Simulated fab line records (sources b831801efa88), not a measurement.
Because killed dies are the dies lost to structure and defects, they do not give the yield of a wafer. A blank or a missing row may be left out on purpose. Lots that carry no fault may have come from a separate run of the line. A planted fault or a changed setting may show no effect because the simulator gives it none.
fab line records	flow sky130
record: lots: 11	wafers: 33	last_day: 50
route steps=708 shown VIA1@471 METAL3@534 VIA3@588 VIA4@652
lots with no fault: from the same line, run without faults
start_h: hours from the record's opening day to when the first of the lot's shown wafers began	wait_h: time in hours since the lot's previous step	" unchanged from the row above	L1.1+2: several wafers, shown together as one row	- either no value or no given start	* or withheld: withheld	< > ~ a bound
route shown NAME@n: a module of which the file shows steps, and the number in the route of the first	usual: the fault-free wafers' mean and standard deviation	same: alike in all rows	chamber/n: place in a boat	sites: the reading at each site	_std_site: standard deviation across them	_edge_site: the outer-site mean with the inner-site mean subtracted	radius_mm: how far each site lies from the wafer's centre	mask NAME#n: copy n	behind: tool/chamber where the wafer was last shaped	hold: why the lot went on hold/how many hours it stayed there/how the hold came to an end	device: the n, p or np transistor that did not switch	end of line: tests run on the same wafers once the route is complete	a step given without rows: its recipe and nothing more	killed: dies that structure and defects cost at the first sort, which is not the same as the wafer's yield	map: a wafer's dies, marking killed ones x, the rest . and places with no die _
set.NAME: the setting the step ran with; set.NAME@STEP: the setting that earlier step ran with	model.NAME: the simulator's own value behind a step, which no gauge read
route steps across a sampled set of lots; one table per step, one row per wafer
services: the hour from which a tool's chamber was out of use, counted from the record's first day as start_h (under 0 if before that day), plus the number of hours and why
== steps ==
step: SKY_VIA1_OVL_MEAS_13
usual: VIA1_OVL: 0/5.8
lot.wafer	tool	chamber	start_h	wait_h	VIA1_OVL[nm]
L236.1	overlay-01	-	798.10	0.1	9
L236.3	"	-	"	"	9
L236.5	"	-	"	"	5
L237.2	overlay-01	-	809.90	0.1	-6
L237.4	"	-	"	"	-6
L237.5	"	-	"	"	-4
L238.2	overlay-01	-	815.53	0.1	-2
L238.3	"	-	"	"	-13
L238.6	"	-	"	"	-7
L239.1	overlay-01	-	838.67	0.1	-2
L239.5	"	-	"	"	3
L239.6	"	-	"	"	5
L241.2	overlay-01	-	847.86	0.1	1
L241.4	"	-	"	"	6
L241.5	"	-	"	"	2
L249.2	overlay-02	-	919.76	0.1	-1
L249.3	"	-	"	"	-3
L249.4	"	-	"	"	2
L252.1	overlay-02	-	925.15	0.1	-7
L252.3	"	-	"	"	-5
L252.5	"	-	"	"	-2
L254.1	overlay-01	-	935.92	0.1	1
L254.3	"	-	"	"	0
L254.4	"	-	"	"	8
L255.2	overlay-02	-	935.93	0.1	-18
L255.4	"	-	"	"	-9
L255.5	"	-	"	"	-7
L256.1	overlay-01	-	953.25	0.1	9
L256.2	"	-	"	"	3
L256.6	"	-	"	"	2
L257.3	overlay-01	-	960.76	0.1	7
L257.5	"	-	"	"	1
L257.6	"	-	"	"	4
step: SKY_METAL3_SPUTTER_02
recipe: material: AlCu	target_thk_nm: 735	power_w: 10600	time_s: 39.1	chamber_pressure_pa: 0.4
usual: cathode_dc_power_W: 10600/2	throttle_valve_pct: 30.0/0.97
lot.wafer	tool	chamber	start_h	wait_h	cathode_dc_power_W	throttle_valve_pct
L236.1	pvd_sputter-01	-	855.34	0.0	10598	29.3
L236.3	"	-	"	"	10601	29.9
L236.5	"	-	"	"	10602	31.1
L237.2	pvd_sputter-01	-	866.06	0.0	10595	29.4
L237.4	"	-	"	"	10600	29.8
L237.5	"	-	"	"	10600	31.1
L238.2	pvd_sputter-03	-	872.21	0.0	10604	29.4
L238.3	"	-	"	"	10597	29.7
L238.6	"	-	"	"	10602	32.1
L239.1	pvd_sputter-01	-	895.16	0.0	10600	31.3
L239.5	"	-	"	"	10599	31.3
L239.6	"	-	"	"	10600	29.6
L241.2	pvd_sputter-01	-	903.89	0.0	10602	31.5
L241.4	"	-	"	"	10181	29.9
L241.5	"	-	"	"	10604	31.4
L249.2	pvd_sputter-03	-	973.51	0.0	10602	30.5
L249.3	"	-	"	"	10599	29.8
L249.4	"	-	"	"	10597	29.8
L252.1	pvd_sputter-04	-	979.67	0.0	10602	28.9
L252.3	"	-	"	"	10606	30.2
L252.5	"	-	"	"	10600	30.3
L254.1	pvd_sputter-03	-	988.75	0.0	10600	29.4
L254.3	"	-	"	"	10599	29.7
L254.4	"	-	"	"	10606	30.3
L255.2	pvd_sputter-04	-	989.18	0.0	10600	30.3
L255.4	"	-	"	"	10601	30.2
L255.5	"	-	"	"	10603	28.6
L256.1	pvd_sputter-04	-	1005.25	0.0	10599	30.4
L256.2	"	-	"	"	10597	28.8
L256.6	"	-	"	"	10600	30.6
L257.3	pvd_sputter-03	-	1012.05	0.0	10601	30.7
L257.5	"	-	"	"	10599	29.7
L257.6	"	-	"	"	10602	29.3
step: SKY_METAL3_METAL_ETCH_18
recipe: target_depth_a: 8450	stop_on: SiO2	over_etch_frac: 0.3	time_s: 183.1	chemistry: Cl2/BCl3	resist_sidewall_deg: 88	pressure_mtorr: 10	icp_w: 900	bias_w: 48.5	Cl2_flow_sccm: 60	bcl3_flow_sccm: 30
usual: drypump_motor_current_A: 5.8/0.4	oes_product_au: 0.864/0.0066	throttle_valve_pct: 22.265/0.0098
lot.wafer	tool	chamber	start_h	wait_h	drypump_motor_current_A	oes_product_au	rf_hours_counter_h	throttle_valve_pct
L236.1	rie_metal-03	1	907.11	0.0	5.6	0.871	6	22.256
L236.3	"	0	"	"	6.1	0.870	-	22.265
L236.5	"	1	"	"	5.6	0.862	-	22.251
L237.2	rie_metal-03	1	916.96	0.0	5.6	0.870	6	22.266
L237.4	"	1	"	"	5.6	0.857	-	22.259
L237.5	"	1	"	"	5.6	0.859	-	22.270
L238.2	rie_metal-01	0	923.76	0.0	5.6	0.873	14	22.275
L238.3	"	0	"	"	5.6	0.866	-	22.273
L238.6	"	1	"	"	6.0	0.876	-	22.259
L239.1	rie_metal-02	0	944.53	0.0	6.4	0.870	12	22.262
L239.5	"	1	"	"	5.2	0.856	-	22.250
L239.6	"	0	"	"	6.4	0.858	-	22.296
L241.2	rie_metal-02	1	954.01	0.0	5.2	0.856	17	22.276
L241.4	"	1	"	"	5.2	0.840	-	22.277
L241.5	"	1	"	"	5.2	0.864	-	22.258
L249.2	rie_metal-03	0	1020.14	0.0	6.1	0.857	15	22.269
L249.3	"	0	"	"	6.1	0.869	-	22.264
L249.4	"	1	"	"	5.6	0.865	-	22.262
L252.1	rie_metal-03	0	1026.86	0.0	6.1	0.872	16	22.260
L252.3	"	1	"	"	5.6	0.855	-	22.257
L252.5	"	0	"	"	6.1	0.862	-	22.274
L254.1	rie_metal-01	0	1035.46	0.0	5.6	0.866	20	22.258
L254.3	"	0	"	"	5.6	0.868	-	22.267
L254.4	"	1	"	"	5.9	0.869	-	22.264
L255.2	rie_metal-03	0	1036.54	0.0	6.1	0.872	16	22.258
L255.4	"	1	"	"	5.6	0.873	-	22.264
L255.5	"	1	"	"	5.6	0.869	-	22.254
L256.1	rie_metal-03	0	1051.44	0.0	6.1	0.870	17	22.274
L256.2	"	1	"	"	5.6	0.873	13	22.254
L256.6	"	0	"	"	6.1	0.862	-	22.256
L257.3	rie_metal-02	0	1058.57	0.1	6.4	0.867	-	22.276
L257.5	"	0	"	"	6.3	0.863	-	22.254
L257.6	"	1	"	"	5.2	0.871	-	22.272
step: SKY_VIA3_ETCH_15
recipe: target: SiO2	chemistry: C4F8/O2/Ar	target_depth_nm: 507	stop_on: TiN	mask_material: KrF-thick	source_w: 1500	bias_w: 1200	pressure_mtorr: 40	c4f8_flow_sccm: withheld	O2_flow_sccm: 6	Ar_flow_sccm: 300	time_s: 78
usual: oes_product_au: 0.947/0.0042
lot.wafer	tool	chamber	start_h	wait_h	oes_product_au	rf_hours_counter_h
L236.1	rie_diel-02	1	932.68	0.0	0.953	17
L236.3	"	0	"	"	0.939	20
L236.5	"	1	"	"	0.948	-
L237.2	rie_diel-02	1	943.03	0.0	0.945	18
L237.4	"	0	"	"	0.950	20
L237.5	"	3	"	"	0.939	-
L238.2	rie_diel-03	0	951.35	0.0	0.954	12
L238.3	"	1	"	"	0.941	9
L238.6	"	1	"	"	0.944	-
L239.1	rie_diel-03	2	970.04	0.0	0.949	19
L239.5	"	0	"	"	0.953	-
L239.6	"	2	"	"	0.955	-
L241.2	rie_diel-01	3	980.01	0.0	0.943	14
L241.4	"	2	"	"	0.946	20
L241.5	"	3	"	"	0.948	-
L249.2	rie_diel-02	3	1043.75	0.0	0.946	28
L249.3	"	0	"	"	0.950	23
L249.4	"	1	"	"	0.944	21
L252.1	rie_diel-01	3	1050.09	0.0	0.943	17
L252.3	"	2	"	"	0.948	22
L252.5	"	0	"	"	0.945	-
L254.1	rie_diel-02	3	1058.75	0.0	0.947	28
L254.3	"	2	"	"	0.944	9
L254.4	"	0	"	"	0.948	-
L255.2	rie_diel-01	1	1059.70	0.0	0.942	22
L255.4	"	2	"	"	0.949	22
L255.5	"	3	"	"	0.944	-
L256.1	rie_diel-01	1	1074.55	0.0	0.950	23
L256.2	"	2	"	"	0.948	23
L256.6	"	2	"	"	0.951	-
L257.3	rie_diel-01	0	1081.35	0.0	0.944	21
L257.5	"	3	"	"	0.953	-
L257.6	"	2	"	"	0.950	-
step: SKY_VIA4_STRIP_13
recipe: chemistry: O2/N2	power_w: 1400	pressure_mtorr: 1500	platen_temp_c: withheld	o2_flow_sccm: 3000	n2_flow_sccm: 300	overash_fraction: 0.5
usual: drypump_motor_current_A: 5.66/0.28	oes_product_au: 0.710/0.0049	strip_time_to_endpoint_s: 12.808/0.03
lot.wafer	tool	chamber	start_h	wait_h	drypump_motor_current_A	oes_product_au	rf_hours_counter_h	strip_time_to_endpoint_s
L236.1	plasma_asher-03	0	1008.37	-	5.81	0.712	60	12.827
L236.3	"	1	"	"	5.94	0.712	-	12.819
L236.5	"	1	"	"	5.93	0.706	-	12.787
L237.2	plasma_asher-01	0	1016.04	-	5.34	0.716	85	12.884
L237.4	"	0	"	"	5.35	0.710	-	12.766
L237.5	"	1	"	"	5.83	0.711	-	12.797
L238.2	plasma_asher-01	0	1027.29	-	5.37	0.713	86	12.794
L238.3	"	1	"	"	5.81	0.711	-	12.815
L238.6	"	0	"	"	5.34	0.716	-	12.819
L239.1	plasma_asher-03	1	1041.69	-	5.97	0.710	64	12.789
L239.5	"	1	"	"	6.00	0.709	-	12.807
L239.6	"	0	"	"	5.84	0.706	-	12.782
L241.2	plasma_asher-01	1	1051.54	-	5.80	0.715	88	12.780
L241.4	"	0	"	"	5.36	0.702	-	12.801
L241.5	"	1	"	"	5.84	0.717	-	12.823
L249.2	plasma_asher-01	0	1109.24	-	5.36	0.710	94	12.832
L249.3	"	1	"	"	5.80	0.711	-	12.791
L249.4	"	0	"	"	5.38	0.703	-	12.812
L252.1	plasma_asher-01	1	1116.56	-	5.83	0.713	95	12.764
L252.3	"	0	"	"	5.34	0.708	-	12.777
L252.5	"	1	"	"	5.84	0.705	-	12.820
L254.1	plasma_asher-04	0	1124.36	-	4.98	0.715	6	12.799
L254.3	"	1	"	"	5.83	0.710	-	12.822
L254.4	"	0	"	"	4.97	0.713	-	12.823
L255.2	plasma_asher-03	1	1125.71	-	5.97	0.712	72	12.854
L255.4	"	0	"	"	5.77	0.715	-	12.860
L255.5	"	0	"	"	5.83	0.703	-	12.835
L256.1	plasma_asher-01	0	1137.79	-	5.35	0.707	96	12.838
L256.2	"	1	"	"	5.82	0.704	96	12.780
L256.6	"	1	"	"	5.82	0.712	-	12.823
L257.3	plasma_asher-01	0	1144.45	-	5.32	0.698	-	12.806
L257.5	"	0	"	"	5.30	0.719	-	12.817
L257.6	"	1	"	"	5.83	0.709	-	12.814
== services ==
tool	chamber	start_h	hours	kind
rie_metal-03	0	841.50	3.7	repair
rie_metal-03	-	843.18	2.8	pm
pvd_sputter-01	-	851.09	0.8	repair
rie_diel-01	2	854.35	3.8	repair
pvd_sputter-03	-	855.03	1.9	repair
rie_diel-02	-	855.19	0.4	repair
rie_metal-03	-	880.65	0.1	repair
pvd_sputter-01	-	883.96	5.5	repair
pvd_sputter-01	-	886.09	6.2	repair
pvd_sputter-01	-	886.37	1.7	repair
rie_diel-01	0	889.51	15.0	repair
rie_diel-02	3	900.27	12.8	repair
plasma_asher-01	-	928.51	3.1	repair
rie_diel-02	3	950.20	2.3	repair
pvd_sputter-03	-	975.62	0.7	repair
plasma_asher-01	-	982.43	0.4	repair
rie_diel-02	3	989.40	2.9	repair
plasma_asher-01	-	999.09	3.7	repair
rie_diel-02	2	1002.67	7.6	repair
plasma_asher-01	-	1018.19	0.9	repair
rie_diel-01	2	1024.00	14.9	repair
rie_diel-02	1	1055.88	7.8	repair
rie_metal-03	-	1069.41	0.6	repair
rie_metal-03	-	1121.55	0.8	repair
== key ==
first_sign: step: SKY_METAL3_SPUTTER_02	reading: cathode_dc_power_W	direction: down	sigmas: 99+	usual: 10600	struck: 10181
effect: step: SKY_METAL3_METAL_ETCH_18	reading: oes_product_au	direction: down	sigmas: 3.7	usual: 0.864	struck: 0.840
met_at SKY_METAL3_SPUTTER_02
struck_lots L241
struck_wafers L241.4
not_acting_at SKY_VIA1_OVL_MEAS_13,SKY_VIA3_ETCH_15,SKY_VIA4_STRIP_13
onset_between 866.06 903.89
fault: kind: process_parameter_drift	tool: pvd_sputter-01	chamber: -	onset_h: 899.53	steps: SKY_METAL3_SPUTTER_02	channel: power_w	offset: *	shape: step	end_h: 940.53	acts_in: *	stated: *	scope: struck_wafers_only
